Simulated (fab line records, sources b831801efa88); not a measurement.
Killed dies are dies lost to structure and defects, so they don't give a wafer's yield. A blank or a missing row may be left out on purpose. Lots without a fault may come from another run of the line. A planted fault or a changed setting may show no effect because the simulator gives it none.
One fault seen from 2 desks | flow sky130 | each desk has only its own numbers; what lay behind them comes last

THE TOOL OWNER'S DESK: litho_track-03
The tool's own readings at SKY_GATE_OXIDE_SOFTBAKE_06 (time 60 s): means of the sampled wafers that have a number, for each lot that ran on this tool. A lot is out of limits, marked OUT, if its mean lies more than 4 standard deviations from the usual mean; the brackets give that distance.
Columns: A = heater_power_total_W at SKY_GATE_OXIDE_SOFTBAKE_06, usual 56.59 W; B = run_length_s at SKY_GATE_OXIDE_SOFTBAKE_06, usual 89.25 s
lot  | first seen here | A               | B
L716 | day 18 02:11    | 60.05 (+75) OUT | 80.90 (-44) OUT
L718 | day 18 13:50    | 60.01 (+74) OUT | 80.90 (-44) OUT
L719 | day 18 20:04    | 60.02 (+75) OUT | 80.83 (-44) OUT
This desk's finding: out of limits on L716, L718, L719; first on L716, day 18 02:11 (heater_power_total_W at SKY_GATE_OXIDE_SOFTBAKE_06). In limits: none.

THE METROLOGY DESK
What the gauges read, lot by lot, whatever tool the lot ran on: means of the sampled wafers that have a number. A lot is out of limits, marked OUT, if its mean lies more than 4 standard deviations from the usual mean; the brackets give that distance.
Columns: A = GATE_OXIDE_OXIDATION_00_THK at SKY_GATE_OXIDE_THK_MEAS_02, usual 10.27 nm
lot  | first seen here | A
L709 | day 14 20:02    | 10.58
L712 | day 15 16:56    | 10.32
L716 | day 17 11:34    | 10.39
L718 | day 17 23:16    | 10.14
L719 | day 18 05:03    | 10.20
L720 | day 18 05:03    | 10.21
L721 | day 18 12:55    | 10.35
L723 | day 19 05:22    | 10.13
L726 | day 20 03:09    | 10.21
L727 | day 20 03:10    | 10.20
L728 | day 20 22:20    | 9.92
This desk's finding: nothing out of limits on any of the 11 lots.

PUT TOGETHER
The tool owner's desk could have raised an alarm at day 18 02:11, on L716, L718, L719.
The metrology desk saw nothing out of limits.
The metrology desk has L716, L718, L719 on record, within its limits.
Of the lots named, all ran SKY_GATE_OXIDE_SOFTBAKE_06 on litho_track-03.

WHAT THE SIMULATOR HAD PUT IN
Process parameter drift: litho_track-03, from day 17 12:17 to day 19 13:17, at SKY_GATE_OXIDE_SOFTBAKE_06. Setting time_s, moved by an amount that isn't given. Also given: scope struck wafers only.
Lots struck among those shown: L716, L718, L719.
Hours from the fault's start to each desk's first reading out of limits: the tool owner's desk, 14.
